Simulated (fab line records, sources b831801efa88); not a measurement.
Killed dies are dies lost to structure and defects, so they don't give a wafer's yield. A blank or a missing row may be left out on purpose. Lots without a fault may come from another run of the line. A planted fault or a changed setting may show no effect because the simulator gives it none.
fab line records | flow gf180mcu
record lots=24 wafers=72 last_day=34
route steps=602 shown M2@364 MIM@506 M5@537 V5@555 TOP_METAL@571 PASSIVATION@590
lots that met no fault: from a run of the same line without faults
start_h: hours from the record's first day to the start of the lot's first wafer shown | wait_h: hours since the lot's step before | " the same as in the row above | L1.1+2: a row that stands for several wafers | - no value, or no start given | * or withheld: withheld | < > ~ a bound
route shown NAME@n: a module of which the file shows steps, and the number in the route of the first | usual: mean/standard deviation of fault-free wafers | same: alike in all rows | chamber/n: place in a boat | sites: the reading at each site | _std_site: their standard deviation | _edge_site: outer sites' mean less inner sites' | radius_mm: how far each site lies from the wafer's centre | mask NAME#n: copy n | behind: the tool/chamber that last shaped the wafer | hold: why the lot was held/for how many hours/how that ended | device: the transistor (n, p or np) that didn't switch | end of line: the same wafers' tests at the end of the route | a step without rows: its recipe alone | killed: dies lost to structure and defects at the first sort, not the wafer's yield | map: a wafer's dies, x killed, . not, _ none there
set.NAME: the setting as run; set.NAME@STEP: as run at that earlier step | model.NAME: the simulator's own value behind a step, which no gauge read
steps of the route over a sample of lots; a table a step, a row a wafer
services: from which hour (start_h, from the record's first day; less than 0 if before it) a tool's chamber was out of use, for how many hours, and why
## steps
# step GF_M2_SPUTTER_02
# recipe material=AlCu target_thk_nm=450 power_w=10600 time_s=23.9 chamber_pressure_pa=0.4
# usual throttle_valve_pct=30.4/1.2
# same time_s=23.9
# columns lot.wafer tool chamber start_h wait_h throttle_valve_pct
L074.2 pvd_sputter-02 - 414.63 0.0 30.1
L074.4 " - " " 29.2
L074.6 " - " " 31.3
L075.4 pvd_sputter-02 - 416.55 0.0 31.0
L075.5 " - " " 31.2
L075.6 " - " " 29.5
L076.1 pvd_sputter-02 - 432.04 0.0 31.4
L076.2 " - " " 29.7
L076.6 " - " " 29.4
L077.4 pvd_sputter-03 - 450.47 0.0 29.4
L077.5 " - " " 29.3
L077.6 " - " " 29.6
L078.1 pvd_sputter-02 - 455.90 0.0 31.2
L078.2 " - " " 29.8
L078.3 " - " " 31.2
L079.2 pvd_sputter-02 - 465.07 0.0 31.3
L079.3 " - " " 31.3
L079.5 " - " " 31.2
L080.2 pvd_sputter-02 - 471.60 0.0 29.5
L080.4 " - " " 30.1
L080.6 " - " " 29.4
L081.1 pvd_sputter-03 - 480.64 0.0 29.2
L081.3 " - " " 29.6
L081.5 " - " " 28.9
L082.1 pvd_sputter-02 - 488.00 0.0 30.0
L082.2 " - " " 31.2
L082.4 " - " " 29.6
L083.1 pvd_sputter-01 - 493.21 0.0 32.8
L083.3 " - " " 29.9
L083.5 " - " " 29.7
L084.1 pvd_sputter-02 - 504.49 0.0 29.3
L084.4 " - " " 29.9
L084.6 " - " " 29.7
L085.4 pvd_sputter-03 - 521.24 0.0 29.7
L085.5 " - " " 29.3
L085.6 " - " " 29.2
L086.1 pvd_sputter-01 - 525.25 0.0 33.1
L086.2 " - " " 29.5
L086.5 " - " " 29.5
L087.3 pvd_sputter-02 - 531.03 0.0 29.2
L087.5 " - " " 31.7
L087.6 " - " " 31.0
L088.2 pvd_sputter-01 - 535.41 0.0 31.1
L088.4 " - " " 29.8
L088.5 " - " " 29.6
L089.1 pvd_sputter-03 - 546.84 0.0 29.3
L089.2 " - " " 29.7
L089.3 " - " " 28.3
L090.2 pvd_sputter-01 - 552.53 0.0 31.1
L090.5 " - " " 29.4
L090.6 " - " " 33.1
L091.2 pvd_sputter-02 - 560.27 0.0 31.4
L091.3 " - " " 31.3
L091.6 " - " " 29.8
L092.2 pvd_sputter-01 - 572.52 0.0 29.6
L092.5 " - " " 29.2
L092.6 " - " " 30.2
L093.1 pvd_sputter-01 - 574.02 0.0 29.7
L093.4 " - " " 30.3
L093.5 " - " " 32.9
L094.1 pvd_sputter-02 - 580.35 0.0 31.5
L094.2 " - " " 31.2
L094.6 " - " " 31.4
L095.1 pvd_sputter-03 - 593.22 0.0 28.3
L095.4 " - " " 29.7
L095.6 " - " " 29.5
L096.2 pvd_sputter-01 - 593.96 0.0 31.3
L096.3 " - " " 30.2
L096.5 " - " " 31.4
L097.1 pvd_sputter-01 - 601.93 0.0 30.0
L097.3 " - " " 29.6
L097.6 " - " " 32.9
# step GF_MIM_SPUTTER_03
# recipe material=Ti target_thk_nm=10 substrate_temp_c=300 chamber_pressure_pa=0.3 power_w=3000 time_s=6.7
# usual throttle_valve_pct=30.0/1
# same time_s=6.7
# columns lot.wafer tool chamber start_h wait_h throttle_valve_pct
L074.2 pvd_sputter-04 - 563.90 0.0 30.1
L074.4 " - " " 29.5
L074.6 " - " " 31.4
L075.4 pvd_sputter-02 - 567.01 0.0 31.1
L075.5 " - " " 29.3
L075.6 " - " " 31.2
L076.1 pvd_sputter-04 - 580.15 0.0 31.9
L076.2 " - " " 28.9
L076.6 " - " " 31.5
L077.4 pvd_sputter-04 - 597.01 0.0 30.5
L077.5 " - " " 30.4
L077.6 " - " " 29.5
L078.1 pvd_sputter-03 - 600.45 0.0 28.3
L078.2 " - " " 29.5
L078.3 " - " " 29.3
L079.2 pvd_sputter-02 - 608.98 0.0 31.2
L079.3 " - " " 29.2
L079.5 " - " " 29.3
L080.2 pvd_sputter-04 - 615.22 0.0 29.5
L080.4 " - " " 28.9
L080.6 " - " " 28.8
L081.1 pvd_sputter-03 - 624.26 0.0 28.4
L081.3 " - " " 29.4
L081.5 " - " " 29.5
L082.1 pvd_sputter-02 - 628.38 0.0 31.1
L082.2 " - " " 30.1
L082.4 " - " " 29.3
L083.1 pvd_sputter-04 - 632.22 0.0 29.2
L083.3 " - " " 31.7
L083.5 " - " " 30.4
L084.1 pvd_sputter-04 - 642.60 0.0 29.3
L084.4 " - " " 28.8
L084.6 " - " " 30.7
L085.4 pvd_sputter-03 - 656.62 0.0 29.5
L085.5 " - " " 29.7
L085.6 " - " " 29.2
L086.1 pvd_sputter-03 - 663.35 0.0 29.4
L086.2 " - " " 28.6
L086.5 " - " " 29.4
L087.3 pvd_sputter-02 - 665.79 0.0 31.2
L087.5 " - " " 31.3
L087.6 " - " " 31.4
L088.2 pvd_sputter-03 - 669.41 0.0 29.5
L088.4 " - " " 28.6
L088.5 " - " " 29.2
L089.1 pvd_sputter-04 - 680.87 0.0 29.4
L089.2 " - " " 31.8
L089.3 " - " " 30.0
L090.2 pvd_sputter-04 - 684.32 0.0 31.6
L090.5 " - " " 29.4
L090.6 " - " " 30.2
L091.2 pvd_sputter-02 - 690.44 0.0 29.1
L091.3 " - " " 30.0
L091.6 " - " " 30.2
L092.2 pvd_sputter-02 - 701.55 0.0 31.2
L092.5 " - " " 31.3
L092.6 " - " " 31.3
L093.1 pvd_sputter-04 - 703.46 0.0 31.7
L093.4 " - " " 29.6
L093.5 " - " " 30.5
L094.1 pvd_sputter-04 - 708.75 0.0 29.1
L094.2 " - " " 28.7
L094.6 " - " " 30.2
L095.1 pvd_sputter-02 - 718.00 0.0 30.0
L095.4 " - " " 29.6
L095.6 " - " " 31.2
L096.2 pvd_sputter-02 - 719.42 0.0 29.9
L096.3 " - " " 29.4
L096.5 " - " " 29.3
L097.1 pvd_sputter-04 - 727.98 0.0 29.3
L097.3 " - " " 28.8
L097.6 " - " " 28.7
# step GF_M5_STRIP_11
# recipe chemistry=O2/N2 power_w=1400 pressure_mtorr=1500 platen_temp_c=250 o2_flow_sccm=3000 n2_flow_sccm=300 overash_fraction=0.5
# usual drypump_motor_current_A=5.8/0.49 heater_power_w=331/44 oes_product_au=0.544/0.0051 strip_time_to_endpoint_s=7.54/0.071
# columns lot.wafer tool chamber start_h wait_h drypump_motor_current_A heater_power_w oes_product_au rf_hours_counter_h strip_time_to_endpoint_s
L074.2 plasma_asher-03 0 607.14 0.1 6.1 325 0.549 52 7.66
L074.4 " 1 " " 5.5 356 0.549 - 7.67
L074.6 " 0 " " 6.1 326 0.542 - 7.57
L075.4 plasma_asher-01 1 610.27 0.1 4.7 279 0.548 - 7.43
L075.5 " 0 " " 5.7 409 0.543 - 7.47
L075.6 " 1 " " 4.7 277 0.544 - 7.48
L076.1 plasma_asher-03 0 621.44 0.1 6.1 333 0.545 53 7.50
L076.2 " 1 " " 5.5 356 0.541 53 7.52
L076.6 " 0 " " 6.1 323 0.544 - 7.50
L077.4 plasma_asher-03 0 639.57 0.1 6.1 329 0.548 - 7.69
L077.5 " 1 " " 5.5 355 0.541 - 7.58
L077.6 " 0 " " 6.1 328 0.551 - 7.62
L078.1 plasma_asher-03 1 642.24 0.1 5.6 351 0.548 55 7.64
L078.2 " 0 " " 6.1 321 0.538 55 7.55
L078.3 " 0 " " 6.2 323 0.538 - 7.63
L079.2 plasma_asher-01 0 650.14 0.1 5.6 410 0.542 107 7.56
L079.3 " 0 " " 5.6 420 0.550 - 7.61
L079.5 " 0 " " 5.6 414 0.538 - 7.56
L080.2 plasma_asher-04 0 656.19 0.1 5.9 274 0.534 21 7.49
L080.4 " 0 " " 5.9 278 0.554 - 7.64
L080.6 " 1 " " 6.4 339 0.544 - 7.50
L081.1 plasma_asher-04 1 664.68 0.1 6.4 340 0.543 22 7.43
L081.3 " 1 " " 6.4 333 0.537 - 7.51
L081.5 " 1 " " 6.4 337 0.550 - 7.46
L082.1 plasma_asher-01 0 669.00 0.1 5.7 418 0.548 108 7.57
L082.2 " 1 " " 4.7 272 0.550 108 7.45
L082.4 " 1 " " 4.7 274 0.542 - 7.55
L083.1 plasma_asher-03 1 672.49 0.1 5.5 354 0.545 59 7.50
L083.3 " 0 " " 6.1 325 0.541 - 7.50
L083.5 " 1 " " 5.6 352 0.543 - 7.50
L084.1 plasma_asher-03 1 682.44 0.1 5.5 356 0.536 60 7.48
L084.4 " 0 " " 6.1 327 0.548 - 7.45
L084.6 " 0 " " 6.1 320 0.550 - 7.59
L085.4 plasma_asher-01 1 695.57 0.1 4.7 267 0.550 - 7.59
L085.5 " 1 " " 4.7 275 0.544 - 7.59
L085.6 " 0 " " 5.7 418 0.552 - 7.70
L086.1 plasma_asher-01 1 701.99 0.1 4.8 278 0.545 111 7.61
L086.2 " 0 " " 5.7 419 0.547 111 7.56
L086.5 " 1 " " 4.7 280 0.550 - 7.62
L087.3 plasma_asher-03 0 704.62 0.1 6.2 326 0.546 - 7.58
L087.5 " 0 " " 6.2 329 0.547 - 7.64
L087.6 " 1 " " 5.5 346 0.548 - 7.63
L088.2 plasma_asher-03 0 707.64 0.1 6.2 319 0.547 63 7.46
L088.4 " 0 " " 6.1 325 0.537 - 7.43
L088.5 " 1 " " 5.6 352 0.540 - 7.41
L089.1 plasma_asher-04 1 718.54 0.1 6.5 337 0.544 30 7.51
L089.2 " 0 " " 5.8 267 0.540 30 7.52
L089.3 " 1 " " 6.4 324 0.542 - 7.53
L090.2 plasma_asher-03 0 721.44 0.1 6.1 323 0.541 65 7.43
L090.5 " 0 " " 6.1 326 0.535 - 7.44
L090.6 " 1 " " 5.5 352 0.538 - 7.43
L091.2 plasma_asher-04 1 728.16 0.2 6.4 335 0.548 31 7.61
L091.3 " 0 " " 5.9 280 0.536 - 7.62
L091.6 " 1 " " 6.4 346 0.552 - 7.64
L092.2 plasma_asher-03 1 737.79 0.1 5.5 359 0.546 66 7.57
L092.5 " 1 " " 5.5 351 0.553 - 7.56
L092.6 " 0 " " 6.1 330 0.539 - 7.55
L093.1 plasma_asher-04 0 738.49 0.1 5.9 277 0.545 32 7.53
L093.4 " 0 " " 5.9 279 0.536 - 7.51
L093.5 " 1 " " 6.4 332 0.545 - 7.53
L094.1 plasma_asher-04 1 744.39 0.1 6.4 336 0.538 33 7.49
L094.2 " 0 " " 5.9 269 0.539 33 7.47
L094.6 " 0 " " 5.9 277 0.544 - 7.49
L095.1 plasma_asher-03 1 752.63 0.1 5.5 355 0.545 68 7.60
L095.4 " 1 " " 5.5 357 0.543 - 7.54
L095.6 " 0 " " 6.1 316 0.541 - 7.53
L096.2 plasma_asher-01 0 753.84 0.1 5.7 427 0.539 1 7.55
L096.3 " 0 " " 5.7 417 0.547 - 7.57
L096.5 " 1 " " 4.7 289 0.542 - 7.52
L097.1 plasma_asher-04 1 762.99 0.1 6.4 329 0.539 34 7.46
L097.3 " 0 " " 5.9 268 0.539 - 7.45
L097.6 " 1 " " 6.4 332 0.539 - 7.44
# step GF_V5_OVL_MEAS_15
# usual V5_OVL=-4/4.5
# columns lot.wafer tool chamber start_h wait_h V5_OVL[nm]
L074.2 overlay-01 - 628.83 0.1 -11
L074.4 " - " " -7
L074.6 " - " " -4
L075.4 overlay-02 - 631.74 0.1 -5
L075.5 " - " " -9
L075.6 " - " " -10
L076.1 overlay-01 - 643.01 0.1 -10
L076.2 " - " " -1
L076.6 " - " " -6
L077.4 overlay-02 - 660.38 0.1 0
L077.5 " - " " -2
L077.6 " - " " -4
L078.1 overlay-02 - 663.91 0.1 -3
L078.2 " - " " 7
L078.3 " - " " 0
L079.2 overlay-02 - 670.82 0.1 -7
L079.3 " - " " -6
L079.5 " - " " 0
L080.2 overlay-01 - 676.43 0.1 -4
L080.4 " - " " 2
L080.6 " - " " -2
L081.1 overlay-01 - 685.26 0.1 6
L081.3 " - " " -3
L081.5 " - " " -3
L082.1 overlay-01 - 689.12 0.1 -4
L082.2 " - " " -9
L082.4 " - " " -6
L083.1 overlay-01 - 692.57 0.1 -3
L083.3 " - " " -9
L083.5 " - " " -6
L084.1 overlay-02 - 702.66 0.1 -3
L084.4 " - " " -4
L084.6 " - " " -6
L085.4 overlay-01 - 715.24 0.1 -6
L085.5 " - " " -13
L085.6 " - " " -10
L086.1 overlay-02 - 721.62 0.1 -8
L086.2 " - " " -3
L086.5 " - " " 0
L087.3 overlay-01 - 723.83 0.1 -2
L087.5 " - " " -4
L087.6 " - " " 4
L088.2 overlay-02 - 726.93 0.1 3
L088.4 " - " " -7
L088.5 " - " " -7
L089.1 overlay-02 - 737.61 0.1 2
L089.2 " - " " -3
L089.3 " - " " -6
L090.2 overlay-01 - 740.27 0.1 0
L090.5 " - " " -10
L090.6 " - " " -4
L091.2 overlay-01 - 746.73 0.1 -15
L091.3 " - " " -3
L091.6 " - " " -12
L092.2 overlay-01 - 755.23 0.1 2
L092.5 " - " " -8
L092.6 " - " " 3
L093.1 overlay-01 - 756.17 0.1 -2
L093.4 " - " " -4
L093.5 " - " " -3
L094.1 overlay-01 - 762.67 0.1 -3
L094.2 " - " " 1
L094.6 " - " " -2
L095.1 overlay-01 - 770.12 0.1 -3
L095.4 " - " " -6
L095.6 " - " " -2
L096.2 overlay-02 - 771.23 0.1 -8
L096.3 " - " " -8
L096.5 " - " " -5
L097.1 overlay-01 - 780.39 0.1 -6
L097.3 " - " " -4
L097.6 " - " " 3
# step GF_TOP_METAL_SPUTTER_04
# recipe material=TiN target_thk_nm=25 power_w=6500 time_s=20.8 chamber_pressure_pa=0.4
# usual throttle_valve_pct=30.1/1.1
# same time_s=20.8
# columns lot.wafer tool chamber start_h wait_h throttle_valve_pct
L074.2 pvd_sputter-02 - 630.46 0.0 29.1
L074.4 " - " " 29.7
L074.6 " - " " 31.1
L075.4 pvd_sputter-02 - 633.33 0.0 31.5
L075.5 " - " " 29.2
L075.6 " - " " 29.8
L076.1 pvd_sputter-01 - 644.62 0.0 29.9
L076.2 " - " " 31.2
L076.6 " - " " 29.7
L077.4 pvd_sputter-03 - 662.01 0.0 29.0
L077.5 " - " " 29.4
L077.6 " - " " 29.4
L078.1 pvd_sputter-03 - 665.52 0.0 29.3
L078.2 " - " " 29.2
L078.3 " - " " 29.5
L079.2 pvd_sputter-02 - 672.44 0.0 31.4
L079.3 " - " " 29.3
L079.5 " - " " 31.2
L080.2 pvd_sputter-03 - 678.03 0.0 28.3
L080.4 " - " " 28.9
L080.6 " - " " 29.1
L081.1 pvd_sputter-02 - 686.90 0.0 31.4
L081.3 " - " " 31.3
L081.5 " - " " 31.2
L082.1 pvd_sputter-01 - 690.77 0.0 30.0
L082.2 " - " " 32.8
L082.4 " - " " 29.6
L083.1 pvd_sputter-02 - 694.19 0.0 31.2
L083.3 " - " " 29.3
L083.5 " - " " 30.9
L084.1 pvd_sputter-03 - 704.36 0.0 29.4
L084.4 " - " " 29.3
L084.6 " - " " 29.3
L085.4 pvd_sputter-03 - 717.26 0.0 29.7
L085.5 " - " " 28.5
L085.6 " - " " 28.9
L086.1 pvd_sputter-01 - 723.23 0.0 32.8
L086.2 " - " " 31.3
L086.5 " - " " 31.0
L087.3 pvd_sputter-01 - 725.43 0.0 31.3
L087.5 " - " " 30.1
L087.6 " - " " 31.2
L088.2 pvd_sputter-03 - 728.96 0.0 29.2
L088.4 " - " " 29.6
L088.5 " - " " 29.2
L089.1 pvd_sputter-02 - 739.32 0.0 31.2
L089.2 " - " " 29.7
L089.3 " - " " 29.3
L090.2 pvd_sputter-01 - 742.67 0.0 29.6
L090.5 " - " " 29.9
L090.6 " - " " 29.7
L091.2 pvd_sputter-01 - 748.85 0.0 29.8
L091.3 " - " " 31.4
L091.6 " - " " 32.9
L092.2 pvd_sputter-02 - 756.90 0.0 31.7
L092.5 " - " " 31.1
L092.6 " - " " 31.2
L093.1 pvd_sputter-03 - 758.22 0.0 28.3
L093.4 " - " " 29.6
L093.5 " - " " 29.5
L094.1 pvd_sputter-02 - 764.27 0.0 29.5
L094.2 " - " " 29.7
L094.6 " - " " 29.2
L095.1 pvd_sputter-03 - 771.74 0.0 28.6
L095.4 " - " " 29.2
L095.6 " - " " 29.4
L096.2 pvd_sputter-02 - 772.86 0.0 30.2
L096.3 " - " " 31.5
L096.5 " - " " 29.7
L097.1 pvd_sputter-03 - 781.99 0.0 28.5
L097.3 " - " " 29.3
L097.6 " - " " 29.4
# step GF_PASSIVATION_THK_MEAS_03
# recipe reads=Si3N4_of_PASSIVATION_CVD_02
# usual PASSIVATION_CVD_02_THK=699/11
# columns lot.wafer tool chamber start_h wait_h PASSIVATION_CVD_02_THK[nm]
L074.2 film_metro-04 - 651.60 0.2 711
L074.4 " - " " 710
L074.6 " - " " 713
L075.4 film_metro-04 - 655.06 0.2 706
L075.5 " - " " 706
L075.6 " - " " 706
L076.1 film_metro-04 - 665.95 0.1 703
L076.2 " - " " 698
L076.6 " - " " 702
L077.4 film_metro-03 - 682.72 0.0 689
L077.5 " - " " 712
L077.6 " - " " 699
L078.1 film_metro-01 - 686.08 0.1 698
L078.2 " - " " 693
L078.3 " - " " 692
L079.2 film_metro-04 - 692.77 0.2 692
L079.3 " - " " 701
L079.5 " - " " 702
L080.2 film_metro-01 - 697.24 0.2 676
L080.4 " - " " 700
L080.6 " - " " 723
L081.1 film_metro-01 - 706.83 0.1 684
L081.3 " - " " 702
L081.5 " - " " 716
L082.1 film_metro-03 - 711.10 0.1 686
L082.2 " - " " 698
L082.4 " - " " 704
L083.1 film_metro-01 - 713.89 0.3 697
L083.3 " - " " 705
L083.5 " - " " 708
L084.1 film_metro-04 - 723.43 0.1 688
L084.4 " - " " 698
L084.6 " - " " 707
L085.4 film_metro-04 - 736.20 0.0 705
L085.5 " - " " 696
L085.6 " - " " 696
L086.1 film_metro-03 - 741.34 0.1 713
L086.2 " - " " 709
L086.5 " - " " 710
L087.3 film_metro-01 - 743.46 0.2 697
L087.5 " - " " 704
L087.6 " - " " 706
L088.2 film_metro-01 - 747.54 0.2 709
L088.4 " - " " 719
L088.5 " - " " 707
L089.1 film_metro-03 - 756.92 0.1 695
L089.2 " - " " 717
L089.3 " - " " 690
L090.2 film_metro-03 - 759.55 0.2 697
L090.5 " - " " 707
L090.6 " - " " 705
L091.2 film_metro-03 - 766.82 0.2 680
L091.3 " - " " 686
L091.6 " - " " 699
L092.2 film_metro-01 - 774.20 0.2 694
L092.5 " - " " 703
L092.6 " - " " 702
L093.1 film_metro-04 - 775.44 0.1 684
L093.4 " - " " 689
L093.5 " - " " 710
L094.1 film_metro-04 - 781.22 0.1 687
L094.2 " - " " 673
L094.6 " - " " 700
L095.1 film_metro-01 - 788.52 0.1 698
L095.4 " - " " 698
L095.6 " - " " 717
L096.2 film_metro-01 - 789.11 0.2 705
L096.3 " - " " 690
L096.5 " - " " 698
L097.1 film_metro-01 - 798.59 0.1 678
L097.3 " - " " 691
L097.6 " - " " 690
## services
# columns tool chamber start_h hours kind
pvd_sputter-04 - 408.07 0.9 repair
plasma_asher-01 - 411.71 2.8 pm
pvd_sputter-01 - 412.45 2.3 repair
plasma_asher-04 - 421.25 9.0 pm
plasma_asher-04 - 438.52 1.5 repair
pvd_sputter-04 - 438.55 2.6 repair
plasma_asher-03 - 452.44 3.4 repair
pvd_sputter-02 - 478.40 4.0 repair
pvd_sputter-02 - 482.60 2.0 repair
plasma_asher-01 - 488.33 0.3 repair
plasma_asher-01 - 568.87 1.7 repair
plasma_asher-04 - 569.92 2.8 pm
pvd_sputter-02 - 574.78 0.8 repair
pvd_sputter-02 - 598.67 3.8 repair
plasma_asher-04 - 600.24 10.6 repair
plasma_asher-04 - 624.28 3.9 repair
pvd_sputter-01 - 626.82 10.7 repair
pvd_sputter-01 - 630.27 8.2 repair
pvd_sputter-02 - 654.66 4.8 repair
pvd_sputter-04 - 660.19 4.0 repair
plasma_asher-01 - 664.22 3.0 repair
plasma_asher-01 - 680.07 13.5 repair
pvd_sputter-04 - 692.61 5.1 repair
plasma_asher-01 - 733.75 9.0 pm
## key
fault none
